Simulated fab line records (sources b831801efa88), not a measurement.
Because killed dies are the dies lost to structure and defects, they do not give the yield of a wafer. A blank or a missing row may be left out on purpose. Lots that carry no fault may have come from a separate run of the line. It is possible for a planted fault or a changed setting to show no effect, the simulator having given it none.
fab line records + flow sky130
[record]
- lots = 7
- wafers = 21
- last-day = 50
route steps=708 shown METAL5@669 PASSIVATION@681 PAD_OPEN@708
lots untouched by any fault: they come from a run of this same line in which no faults occurred
start-h: hours from the record's first day to the start of the lot's first wafer shown + wait-h: time in hours since the lot's previous step + " identical to the entry in the row above + L1.1+2: several wafers, shown together as one row + - either no value or no given start + * or withheld: withheld + < > ~ a bound
route shown NAME@n: names a module that has steps shown in the file, with the first one's number in the route + usual: average and standard deviation across the fault-free wafers + same: alike in all rows + chamber/n: place in a boat + sites: the reading at each site + _std_site: their standard deviation + _edge_site: outer sites' mean less inner sites' + radius-mm: how far each site lies from the wafer's centre + mask NAME#n: copy n + behind: tool/chamber where the wafer was last shaped + hold: reason for holding the lot/hours on hold/outcome of the hold + device: which transistor (n, p or np) failed to switch + end of line: tests of these same wafers at the route's end + a step without rows: its recipe alone + killed: dies that structure and defects cost at the first sort, which is not the same as the wafer's yield + map: a wafer's dies, marking killed ones x, the rest . and places with no die _
set.NAME: the run value of the setting; set.NAME@STEP: its run value at that earlier step + model.NAME: the simulator's own value behind a step, which no gauge read
lots seen at some steps along the route; tables by step, rows by wafer
services: from which hour (start-h, from the record's first day; less than 0 if before it) a tool's chamber was out of use, for how many hours, and why
[[steps]]
[step SKY_METAL5_HMDS_08]
[recipe]
- prime-time-s = 60
- prime-temp-c = 120
[step SKY_METAL5_COAT_09]
[recipe]
- resist = NOVOLAK
- spin-rpm = 3000
- resist-thk-nm = 1800
[step SKY_METAL5_SOFTBAKE_10]
[recipe]
- temp-c = 90
- time-s = 60
- resist = NOVOLAK
[step SKY_METAL5_EXPOSE_11]
[recipe]
- mask-id = MM5
- na = 0.6
- source-shape = conventional
- sigma-outer = 0.6
- polarization = unpolarized
- target-cd-nm = 1600
- dose-mj = 190
[step SKY_METAL5_PEB_12]
[recipe]
- temp-c = withheld
- time-s = *
- resist = NOVOLAK
[step SKY_METAL5_DEVELOP_13]
[recipe]
- resist = NOVOLAK
- developer = TMAH
- develop-time-s = 60
- dev-temp-c = 23
[step SKY_METAL5_DESCUM_14]
[recipe]
- chemistry = O2
- source-power-w = 150
- bias-power-w = 0
- pressure-mtorr = 10
- temp-c = 40
- time-s = 11
[usual]
- drypump-motor-current-A = 5.4/0.46
- oes-product-au = 0.998/0.011
| lot.wafer | tool         | chamber | start-h | wait-h | drypump-motor-current-A | oes-product-au | rf-hours-counter-h |
|-----------|--------------|---------|---------|--------|-------------------------|----------------|--------------------|
| L319.1    | rie-metal-01 | 0       | 1045.41 | 0.1    | 5.9                     | 1.004          | 17                 |
| L319.2    | "            | 1       | "       | "      | 5.3                     | 0.980          | 16                 |
| L319.4    | "            | 0       | "       | "      | 5.9                     | 0.985          | -                  |
| L329.2    | rie-metal-01 | 0       | 1106.39 | 0.1    | 6.0                     | 0.992          | 21                 |
| L329.4    | "            | 1       | "       | "      | 5.3                     | 0.982          | -                  |
| L329.5    | "            | 1       | "       | "      | 5.3                     | 0.990          | -                  |
| L330.2    | rie-metal-01 | 1       | 1118.74 | 0.1    | 5.3                     | 0.980          | 21                 |
| L330.5    | "            | 0       | "       | "      | 5.9                     | 0.989          | -                  |
| L330.6    | "            | 1       | "       | "      | 5.3                     | 0.978          | -                  |
| L331.2    | rie-metal-01 | 0       | 1134.09 | 0.1    | 5.9                     | 0.995          | 23                 |
| L331.3    | "            | 1       | "       | "      | 5.3                     | 0.979          | -                  |
| L331.6    | "            | 1       | "       | "      | 5.3                     | 0.992          | -                  |
| L332.1    | rie-metal-03 | 1       | 1134.91 | 0.1    | 4.7                     | 1.003          | 20                 |
| L332.4    | "            | 1       | "       | "      | 4.7                     | 0.999          | -                  |
| L332.6    | "            | 0       | "       | "      | 5.6                     | 1.002          | -                  |
| L335.2    | rie-metal-01 | 1       | 1155.72 | 0.1    | 5.3                     | 0.992          | 24                 |
| L335.4    | "            | 0       | "       | "      | 6.0                     | 0.995          | -                  |
| L335.6    | "            | 0       | "       | "      | 5.9                     | 0.989          | -                  |
| L338.1    | rie-metal-01 | 1       | 1157.79 | 0.1    | 5.3                     | 0.999          | 24                 |
| L338.2    | "            | 0       | "       | "      | 6.0                     | 1.007          | 25                 |
| L338.6    | "            | 1       | "       | "      | 5.3                     | 0.991          | -                  |
[step SKY_METAL5_METAL_ETCH_15]
[recipe]
- target-depth-a = 12600
- stop-on = SiO2
- over-etch-frac = 0.2
- time-s = 252
- chemistry = Cl2/BCl3
- resist-sidewall-deg = 86
- pressure-mtorr = 10
- icp-w = 900
- bias-w = 48.5
- Cl2_flow_sccm = 60
- bcl3-flow-sccm = 30
[usual]
- drypump-motor-current-A = 5.4/0.46
- oes-product-au = 0.894/0.005
- throttle-valve-pct = 22.265/0.0089
| lot.wafer | tool         | chamber | start-h | wait-h | drypump-motor-current-A | oes-product-au | rf-hours-counter-h | throttle-valve-pct |
|-----------|--------------|---------|---------|--------|-------------------------|----------------|--------------------|--------------------|
| L319.1    | rie-metal-01 | 0       | 1045.45 | 0.0    | 5.9                     | 0.884          | 17                 | 22.255             |
| L319.2    | "            | 1       | "       | "      | 5.3                     | 0.895          | 16                 | 22.268             |
| L319.4    | "            | 0       | "       | "      | 5.9                     | 0.887          | -                  | 22.274             |
| L329.2    | rie-metal-01 | 0       | 1106.43 | 0.0    | 5.9                     | 0.889          | 21                 | 22.246             |
| L329.4    | "            | 1       | "       | "      | 5.4                     | 0.898          | -                  | 22.264             |
| L329.5    | "            | 1       | "       | "      | 5.3                     | 0.891          | -                  | 22.259             |
| L330.2    | rie-metal-01 | 1       | 1118.78 | 0.0    | 5.3                     | 0.885          | 21                 | 22.273             |
| L330.5    | "            | 0       | "       | "      | 5.9                     | 0.893          | -                  | 22.261             |
| L330.6    | "            | 1       | "       | "      | 5.3                     | 0.893          | -                  | 22.267             |
| L331.2    | rie-metal-01 | 0       | 1134.13 | 0.0    | 5.9                     | 0.897          | 23                 | 22.274             |
| L331.3    | "            | 1       | "       | "      | 5.3                     | 0.893          | -                  | 22.267             |
| L331.6    | "            | 1       | "       | "      | 5.3                     | 0.895          | -                  | 22.267             |
| L332.1    | rie-metal-03 | 1       | 1134.95 | 0.0    | 4.7                     | 0.893          | 20                 | 22.262             |
| L332.4    | "            | 1       | "       | "      | 4.7                     | 0.892          | -                  | 22.269             |
| L332.6    | "            | 0       | "       | "      | 5.6                     | 0.892          | -                  | 22.267             |
| L335.2    | rie-metal-01 | 1       | 1155.76 | 0.0    | 5.4                     | 0.891          | 24                 | 22.266             |
| L335.4    | "            | 0       | "       | "      | 5.9                     | 0.890          | -                  | 22.273             |
| L335.6    | "            | 0       | "       | "      | 5.9                     | 0.893          | -                  | 22.271             |
| L338.1    | rie-metal-01 | 1       | 1157.83 | 0.0    | 5.3                     | 0.892          | 24                 | 22.260             |
| L338.2    | "            | 0       | "       | "      | 5.9                     | 0.887          | 25                 | 22.277             |
| L338.6    | "            | 1       | "       | "      | 5.3                     | 0.881          | -                  | 22.265             |
[step SKY_METAL5_STRIP_16]
[recipe]
- chemistry = O2/N2
- power-w = 1400
- pressure-mtorr = 1500
- platen-temp-c = withheld
- o2-flow-sccm = 3000
- n2-flow-sccm = 300
- overash-fraction = 0.5
[usual]
- drypump-motor-current-A = 5.7/0.54
- oes-product-au = 0.710/0.0047
- strip-time-to-endpoint-s = 13.08/0.15
| lot.wafer | tool            | chamber | start-h | wait-h | drypump-motor-current-A | oes-product-au | rf-hours-counter-h | strip-time-to-endpoint-s |
|-----------|-----------------|---------|---------|--------|-------------------------|----------------|--------------------|--------------------------|
| L319.1    | plasma-asher-01 | 0       | 1045.68 | 0.2    | 6.3                     | 0.718          | 28                 | 13.11                    |
| L319.2    | "               | 1       | "       | "      | 4.8                     | 0.713          | 28                 | 13.22                    |
| L319.4    | "               | 0       | "       | "      | 6.3                     | 0.709          | -                  | 13.06                    |
| L329.2    | plasma-asher-01 | 0       | 1106.66 | 0.2    | 6.3                     | 0.709          | 33                 | 12.97                    |
| L329.4    | "               | 0       | "       | "      | 6.3                     | 0.709          | -                  | 13.10                    |
| L329.5    | "               | 1       | "       | "      | 4.8                     | 0.708          | -                  | 13.21                    |
| L330.2    | plasma-asher-04 | 1       | 1119.01 | 0.2    | 5.4                     | 0.706          | 70                 | 13.39                    |
| L330.5    | "               | 0       | "       | "      | 6.0                     | 0.717          | -                  | 13.13                    |
| L330.6    | "               | 1       | "       | "      | 5.3                     | 0.717          | -                  | 13.34                    |
| L331.2    | plasma-asher-01 | 0       | 1134.36 | 0.2    | 6.3                     | 0.712          | 36                 | 13.25                    |
| L331.3    | "               | 1       | "       | "      | 4.8                     | 0.703          | -                  | 13.28                    |
| L331.6    | "               | 1       | "       | "      | 4.8                     | 0.709          | -                  | 13.28                    |
| L332.1    | plasma-asher-03 | 0       | 1135.18 | 0.2    | 6.2                     | 0.714          | 98                 | 13.05                    |
| L332.4    | "               | 1       | "       | "      | 5.3                     | 0.709          | -                  | 13.05                    |
| L332.6    | "               | 1       | "       | "      | 5.3                     | 0.713          | -                  | 12.90                    |
| L335.2    | plasma-asher-04 | 1       | 1155.99 | 0.2    | 5.4                     | 0.704          | 73                 | 13.36                    |
| L335.4    | "               | 0       | "       | "      | 6.0                     | 0.709          | -                  | 13.28                    |
| L335.6    | "               | 0       | "       | "      | 6.0                     | 0.709          | -                  | 13.28                    |
| L338.1    | plasma-asher-03 | 0       | 1158.06 | 0.2    | 6.2                     | 0.719          | 100                | 13.07                    |
| L338.2    | "               | 1       | "       | "      | 5.3                     | 0.717          | 100                | 13.14                    |
| L338.6    | "               | 1       | "       | "      | 5.3                     | 0.712          | -                  | 13.12                    |
[step SKY_METAL5_STRIP_17]
[recipe]
- chemistry = post-etch-residue-remover
- time-s = 1200
- temp-c = 72.5
[step SKY_METAL5_CLEAN_18]
[recipe]
- chemistry = IPA
- time-s = 180
- temp-c = 25
[step SKY_METAL5_CLEAN_19]
[recipe]
- chemistry = O3/DIW
- dry = n2-spin
[step SKY_PASSIVATION_CVD_00]
[recipe]
- material = SiO2
- target-thk-nm = 90
- temp-c = 400
- time-s = withheld
- rf-w = 600
[usual]
- heater-power-outer-w = 379/58
- heater-power-w = 635/92
| lot.wafer | tool     | chamber | start-h | wait-h | heater-power-outer-w | heater-power-w |
|-----------|----------|---------|---------|--------|----------------------|----------------|
| L319.1    | pecvd-03 | 1       | 1046.61 | 0.0    | 479                  | 713            |
| L319.2    | "        | 0       | "       | "      | 445                  | 801            |
| L319.4    | "        | 2       | "       | "      | 316                  | 530            |
| L329.2    | pecvd-04 | 0       | 1107.25 | 0.0    | -                    | -              |
| L329.4    | "        | 2       | "       | "      | -                    | -              |
| L329.5    | "        | 0       | "       | "      | -                    | -              |
| L330.2    | pecvd-02 | 1       | 1119.60 | 0.0    | -                    | -              |
| L330.5    | "        | 2       | "       | "      | -                    | -              |
| L330.6    | "        | 1       | "       | "      | -                    | -              |
| L331.2    | pecvd-03 | 1       | 1134.96 | 0.0    | -                    | -              |
| L331.3    | "        | 2       | "       | "      | -                    | -              |
| L331.6    | "        | 1       | "       | "      | -                    | -              |
| L332.1    | pecvd-02 | 1       | 1135.78 | 0.0    | 341                  | 660            |
| L332.4    | "        | 0       | "       | "      | 418                  | 685            |
| L332.6    | "        | 1       | "       | "      | 350                  | 672            |
| L335.2    | pecvd-04 | 1       | 1156.63 | 0.0    | 344                  | 573            |
| L335.4    | "        | 0       | "       | "      | 329                  | 555            |
| L335.6    | "        | 1       | "       | "      | 354                  | 587            |
| L338.1    | pecvd-04 | 2       | 1158.66 | 0.0    | 432                  | 682            |
| L338.2    | "        | 0       | "       | "      | 325                  | 540            |
| L338.6    | "        | 0       | "       | "      | 330                  | 537            |
[step SKY_PAD_OPEN_PROBE_99]
[usual]
- defect-limited-yield = 82.6/1.8
- killed_at_M0_to_M3 = 44/6.3
- killed_at_M4_up = 2.8/1.7
- killed-at-contacts = 25/5.8
- killed-at-front-end = 14/4.4
- killed-at-other = 0.3/0.49
- killed-dies = 86/8.7
- killed-open = 48/5.8
- killed-short = 38/6
- sort_bin_3_pad_short = 0.8/0.39
- sort_bin_5_function = 10.4/1.4
- sort_bin_6_memory = 6.2/1.1
- sort-n-pass = 406/8.7
- sort-yield-pct = 82.6/1.8
[same]
- gross-dies = 492
- killed-at-back-side = 0
- sort_bin_4_leakage[%] = 0
- sort_bin_8_speed[%] = 0
| lot.wafer | tool      | chamber | start-h | wait-h | defect-limited-yield[%] | killed_at_M0_to_M3 | killed_at_M4_up | killed-at-contacts | killed-at-front-end | killed-at-other | killed-dies | killed-open | killed-short | sort_bin_3_pad_short[%] | sort_bin_5_function[%] | sort_bin_6_memory[%] | sort-n-pass | sort-yield-pct[%] |
|-----------|-----------|---------|---------|--------|-------------------------|--------------------|-----------------|--------------------|---------------------|-----------------|-------------|-------------|--------------|-------------------------|------------------------|----------------------|-------------|-------------------|
| L332.1    | prober-02 | -       | 1174.04 | 0.1    | 86.0                    | 32                 | 1               | 17                 | 19                  | 0               | 69          | 43          | 26           | 0.6                     | 8.3                    | 5.1                  | 423         | 86.0              |
| L332.4    | prober-02 | -       | 1174.19 | 0.2    | 83.5                    | 47                 | 1               | 22                 | 11                  | 0               | 81          | 52          | 29           | 0.6                     | 10.2                   | 5.7                  | 411         | 83.5              |
| L332.6    | prober-02 | -       | 1174.29 | 0.2    | 81.1                    | 50                 | 6               | 26                 | 11                  | 0               | 93          | 48          | 45           | 0.6                     | 10.0                   | 8.3                  | 399         | 81.1              |
| L335.2    | prober-02 | -       | 1192.82 | 0.1    | 83.7                    | 34                 | 2               | 25                 | 18                  | 1               | 80          | 46          | 34           | 0.8                     | 9.6                    | 5.9                  | 412         | 83.7              |
| L335.4    | prober-02 | -       | 1192.92 | 0.2    | 81.7                    | 47                 | 1               | 29                 | 13                  | 0               | 90          | 52          | 38           | 1.0                     | 11.0                   | 6.3                  | 402         | 81.7              |
| L335.6    | prober-02 | -       | 1193.02 | 0.2    | 79.7                    | 42                 | 5               | 37                 | 15                  | 1               | 100         | 53          | 47           | 1.2                     | 10.2                   | 8.9                  | 392         | 79.7              |
| L338.1    | prober-01 | -       | 1195.15 | 0.1    | 80.5                    | 54                 | 3               | 23                 | 15                  | 1               | 96          | 48          | 48           | 0.8                     | 12.6                   | 6.1                  | 396         | 80.5              |
| L338.2    | prober-01 | -       | 1195.20 | 0.1    | 84.3                    | 41                 | 1               | 19                 | 16                  | 0               | 77          | 53          | 24           | 0.8                     | 8.7                    | 6.1                  | 415         | 84.3              |
| L338.6    | prober-01 | -       | 1195.40 | 0.2    | 84.6                    | 41                 | 6               | 18                 | 11                  | 0               | 76          | 40          | 36           | 1.4                     | 9.8                    | 4.3                  | 416         | 84.6              |
// killed by level:class
L332.1 VIA1:geometric-particle:open=10 LI_CONTACT:geometric-particle:open=7 FIELD_ISO:geometric-particle:open=6 CONTACT:geometric-particle:open=6 FIELD_ISO:geometric-particle:short=5 METAL3:geometric-particle:short=5 POLY_GATE:geometric-particle:open=4 VIA2:geometric-particle:open=4
L332.4 VIA1:geometric-particle:open=18 CONTACT:geometric-particle:open=9 LI_CONTACT:geometric-particle:open=5 FIELD_ISO:geometric-particle:short=4 VIA2:geometric-particle:open=4 METAL1:geometric-particle:short=4 VIA1:geometric-particle:short=4 METAL3:geometric-particle:short=4
L332.6 VIA1:geometric-particle:open=11 VIA2:geometric-particle:open=10 CONTACT:geometric-particle:open=8 LI_CONTACT:geometric-particle:open=6 LI_CONTACT:geometric-particle:short=6 METAL1:geometric-particle:short=5 METAL2:geometric-particle:short=5 METAL4:geometric-particle:short=5
L335.2 VIA3:geometric-particle:open=7 LI_CONTACT:geometric-particle:open=7 CONTACT:geometric-particle:open=7 FIELD_ISO:geometric-particle:short=5 VIA1:geometric-particle:open=5 METAL1:geometric-particle:short=5 VIA2:geometric-particle:open=5 SPACER:geometric-particle:open=4
L335.4 LI_CONTACT:geometric-particle:open=10 CONTACT:geometric-particle:open=10 VIA1:geometric-particle:open=8 VIA2:geometric-particle:open=8 METAL2:geometric-particle:short=7 VIA3:geometric-particle:open=7 VIA1:geometric-particle:short=6 FIELD_ISO:geometric-particle:short=4
L335.6 CONTACT:geometric-particle:open=15 CONTACT:geometric-particle:short=10 VIA1:geometric-particle:open=8 LI_CONTACT:geometric-particle:open=7 VIA3:geometric-particle:open=7 VIA1:geometric-particle:short=6 METAL2:geometric-particle:short=6 VIA2:geometric-particle:open=5
L338.1 METAL1:geometric-particle:short=12 VIA1:geometric-particle:open=9 VIA1:geometric-particle:short=8 VIA2:geometric-particle:open=7 POLY_GATE:geometric-particle:open=6 LI_CONTACT:geometric-particle:open=6 CONTACT:geometric-particle:open=6 VIA3:geometric-particle:open=6
L338.2 VIA3:geometric-particle:open=12 CONTACT:geometric-particle:open=11 VIA1:geometric-particle:open=11 METAL1:geometric-particle:short=5 POLY_GATE:geometric-particle:open=4 VIA2:geometric-particle:open=4 SPACER:geometric-particle:open=3 LI_CONTACT:geometric-particle:open=3
L338.6 CONTACT:geometric-particle:open=9 VIA1:geometric-particle:open=8 VIA1:geometric-particle:short=6 METAL4:geometric-particle:short=6 VIA2:geometric-particle:short=5 VIA2:geometric-particle:open=4 LI_CONTACT:geometric-particle:open=4 METAL2:geometric-particle:short=4
[[services]]
| tool            | chamber | start-h | hours | kind           |
|-----------------|---------|---------|-------|----------------|
| pecvd-04        | -       | 1022.95 | 1.9   | repair         |
| pecvd-04        | -       | 1027.12 | 1.0   | repair         |
| pecvd-03        | -       | 1048.56 | 0.9   | repair         |
| plasma-asher-01 | -       | 1060.67 | 10.2  | pm             |
| pecvd-03        | 1       | 1061.51 | 2.1   | scheduled-down |
| pecvd-04        | -       | 1083.19 | 2.8   | pm             |
| pecvd-02        | 2       | 1092.88 | 2.1   | scheduled-down |
| pecvd-03        | -       | 1093.45 | 0.9   | repair         |
| rie-metal-01    | -       | 1110.00 | 2.4   | repair         |
| rie-metal-03    | 1       | 1117.64 | 15.2  | repair         |
| plasma-asher-03 | -       | 1120.26 | 3.7   | repair         |
| plasma-asher-04 | -       | 1133.86 | 5.8   | repair         |
| plasma-asher-04 | -       | 1134.26 | 2.1   | repair         |
| pecvd-04        | 2       | 1136.43 | 5.5   | scheduled-down |
| pecvd-04        | 2       | 1141.89 | 2.1   | scheduled-down |
| rie-metal-03    | 1       | 1156.06 | 17.8  | repair         |
| rie-metal-01    | -       | 1158.43 | 0.3   | repair         |
[[key]]
[first-sign]
- step = SKY_PASSIVATION_CVD_00
- reading = tool-record
- direction = missing
effect none on later readings
met-at SKY_PASSIVATION_CVD_00
struck-wafers L329.2,L329.4,L329.5,L330.2,L330.5,L330.6,L331.2,L331.3,L331.6
scrapped-behind SKY_PASSIVATION_THK_MEAS_01 L329.2,L329.4,L329.5,L330.2,L330.5,L330.6,L331.2,L331.3,L331.6
onset-between 1046.61 1107.25
[fault]
- kind = skipped-step-whole
- tool = pecvd-02,pecvd-03,pecvd-04
- chamber = -
- onset-h = 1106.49
- steps = SKY_PASSIVATION_CVD_00
- scope = struck-lots-only
